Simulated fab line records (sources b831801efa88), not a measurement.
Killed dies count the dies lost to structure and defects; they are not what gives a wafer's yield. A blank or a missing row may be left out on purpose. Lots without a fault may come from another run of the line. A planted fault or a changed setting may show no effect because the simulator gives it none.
One fault through the eyes of 2 desks | flow sfq_line | numbers are kept per desk, each desk with only its own; the story behind them comes last

## TOOL OWNER'S DESK, pvd_sputter-05
The tool's own readings at SFQ_TRILAYER_M7_DEP_SPUTTER_175 (material Nb, target thk 200 nm, time 133.3 s): means of the sampled wafers that have a number, for each lot that ran on this tool. The brackets show how far a lot's mean lies from the usual mean; more than 4 standard deviations puts the lot out of limits, marked OUT.
Columns: A = cathode_dc_power_W at SFQ_TRILAYER_M7_DEP_SPUTTER_175, usual 2000.0 W; B = throttle_valve_pct at SFQ_TRILAYER_M7_DEP_SPUTTER_175, usual 29.8 %
lot  | first seen here | A      | B
L269 | day 78 13:30    | 1999.8 | 29.9
L271 | day 78 19:30    | 1999.8 | 30.1
L273 | day 80 01:42    | 2000.2 | 29.9
L276 | day 80 08:42    | 2000.1 | 30.8
L288 | day 83 16:16    | 1999.6 | 30.2
L290 | day 84 10:16    | 2000.4 | 31.8
L291 | day 84 16:23    | 1999.8 | 30.2
This desk found nothing out of limits on any of the 7 lots.

## METROLOGY DESK
What the gauges read, lot by lot, whatever tool the lot ran on: means of the sampled wafers that have a number. The brackets show how far a lot's mean lies from the usual mean; more than 4 standard deviations puts the lot out of limits, marked OUT.
Columns: A = M7_NB_RS at SFQ_M7_RS_MEAS_943, usual 0.896 ohm/sq
lot  | first seen here | A
L269 | day 78 13:35    | 0.894
L271 | day 78 19:37    | 0.888
L272 | day 79 23:11    | 0.895
L273 | day 80 01:47    | 0.874
L274 | day 80 05:13    | 0.899
L276 | day 80 08:47    | 0.860 (-4.1) OUT
L281 | day 81 19:08    | 0.908
L282 | day 82 01:42    | 0.903
L283 | day 82 05:18    | 0.897
L285 | day 82 14:14    | 0.894
L288 | day 83 16:22    | 0.898
L289 | day 84 06:46    | 0.887
L290 | day 84 10:21    | 0.906
L291 | day 84 16:29    | 0.906
Finding of this desk: L276 out of limits, first seen on L276 at day 80 08:47 (M7_NB_RS at SFQ_M7_RS_MEAS_943). L269, L271, L272, L273, L274, L281, L282, L283, L285, L288, L289, L290, L291 stayed within limits.

## ALL TOGETHER
An alarm was possible from the metrology desk at day 80 08:47, on L276.
The tool owner's desk saw nothing out of limits.
On record at the tool owner's desk: L276, within its limits.
Every lot named ran SFQ_TRILAYER_M7_DEP_SPUTTER_175 on pvd_sputter-05.

## WHAT THE SIMULATOR PUT IN
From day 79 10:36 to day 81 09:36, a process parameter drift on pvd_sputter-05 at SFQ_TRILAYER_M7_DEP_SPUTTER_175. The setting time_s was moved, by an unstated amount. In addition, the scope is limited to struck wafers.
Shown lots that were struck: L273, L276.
Hours from the fault's start to each desk's first reading out of limits: the metrology desk, 22.
